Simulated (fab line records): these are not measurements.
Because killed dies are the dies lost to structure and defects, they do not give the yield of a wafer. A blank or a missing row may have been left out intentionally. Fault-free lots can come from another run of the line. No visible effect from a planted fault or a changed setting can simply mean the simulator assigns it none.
Shared-tool check | flow gf180mcu | Sampled: 13 lots, 39 wafers

## WHY THIS WAS OPENED
GF_VT_IMPLANT_TW_MEAS_43, reading VT_IMPLANT_4_TW: flagged on 1 of 13 lots. Wafers without a fault read 693, standard deviation 4.4.
Rule: flag the lot when none of its wafers has a number, or when each of its wafers that has one lies beyond 4 standard deviations from that mean. The rest of the lots are taken to be sound.

lot  | measured     | on           | VT_IMPLANT_4_TW, wafer by wafer | flag
L985 | day 7 11:05  | filmMetro-04 | 688 692 692                     | 
L986 | day 7 18:20  | filmMetro-04 | 688 688 685                     | 
L987 | day 8 00:23  | filmMetro-03 | 693 694 696                     | 
L989 | day 8 12:46  | filmMetro-03 | 694 693 696                     | 
L990 | day 8 19:33  | filmMetro-02 | 30 30 30                        | FLAGGED
L991 | day 9 02:30  | filmMetro-03 | 695 697 697                     | 
L993 | day 9 13:49  | filmMetro-02 | 692 691 692                     | 
L999 | day 11 12:46 | filmMetro-04 | 698 703 701                     | 
L101 | day 12 01:45 | filmMetro-03 | 695 694 696                     | 
L100 | day 12 02:22 | filmMetro-02 | 687 683 690                     | 
L102 | day 12 09:14 | filmMetro-02 | 687 688 691                     | 
L105 | day 13 02:35 | filmMetro-02 | 694 695 701                     | 
L106 | day 13 19:41 | filmMetro-03 | 695 699 698                     | 
On average the flagged lots read 30, which is -663 against the usual, or -99 or more standard deviations.

## EACH LOT AND THE TOOL IT RAN ON
The record keeps 1 process step preceding the reading, out of 602 steps on the route. Each cell gives the tool, then ch followed by the chambers the sampled wafers passed through, then the start.
lot  | flag    | GF_VT_IMPLANT_EXPOSE_37
L985 |         | ilineStepper-01 ch 0, day 7 03:21
L986 |         | ilineStepper-02 ch 0, day 7 10:37
L987 |         | ilineStepper-01 ch 0, day 7 16:05
L989 |         | ilineStepper-01 ch 0, day 8 04:49
L990 | FLAGGED | ilineStepper-01 ch 0, day 8 10:46
L991 |         | ilineStepper-02 ch 0, day 8 17:51
L993 |         | ilineStepper-01 ch 0, day 9 05:38
L999 |         | ilineStepper-02 ch 0, day 11 04:02
L101 |         | ilineStepper-02 ch 0, day 11 15:45
L100 |         | ilineStepper-01 ch 0, day 11 16:25
L102 |         | ilineStepper-02 ch 0, day 11 23:47
L105 |         | ilineStepper-02 ch 0, day 12 16:55
L106 |         | ilineStepper-01 ch 0, day 13 09:15
What these steps do:
- GF_VT_IMPLANT_EXPOSE_37: exposes mask Nwell HV AREA, target cd 860 nm.
- GF_VT_IMPLANT_TW_MEAS_43

## FLAGGED OVER TOTAL, TOOL BY TOOL (the gauges that took the reading come last)
step                     | tool            | lots run | flagged | share of the flagged lots | sound lots run after its first flagged lot
GF_VT_IMPLANT_EXPOSE_37  | ilineStepper-01 | 7        | 1       | all                       | 3 (L993,L100,L106)
GF_VT_IMPLANT_EXPOSE_37  | ilineStepper-02 | 6        | 0       | none                      | -
GF_VT_IMPLANT_TW_MEAS_43 | filmMetro-02    | 5        | 1       | all                       | 4 (L993,L100,L102,L105)
GF_VT_IMPLANT_TW_MEAS_43 | filmMetro-03    | 5        | 0       | none                      | -
GF_VT_IMPLANT_TW_MEAS_43 | filmMetro-04    | 3        | 0       | none                      | -

## WHAT THE TABLE PERMITS
Table rows that saw every flagged lot: 2, namely ilineStepper-01 at GF_VT_IMPLANT_EXPOSE_37 and filmMetro-02 at GF_VT_IMPLANT_TW_MEAS_43.
- ilineStepper-01 at GF_VT_IMPLANT_EXPOSE_37 ran 7 lots, 1 of them flagged. Sound lots followed the first flagged one (L993, L100, L106) on it, something a lasting fault affecting the whole tool could not allow.
- filmMetro-02 at GF_VT_IMPLANT_TW_MEAS_43 ran 5 lots, 1 of them flagged. Sound lots followed the first flagged one (L993, L100, L102, L105) on it, something a lasting fault affecting the whole tool could not allow.
None of the table's rows ran every flagged lot and, after the first, no sound lot.

## WHAT THE SIMULATOR HAD PUT IN
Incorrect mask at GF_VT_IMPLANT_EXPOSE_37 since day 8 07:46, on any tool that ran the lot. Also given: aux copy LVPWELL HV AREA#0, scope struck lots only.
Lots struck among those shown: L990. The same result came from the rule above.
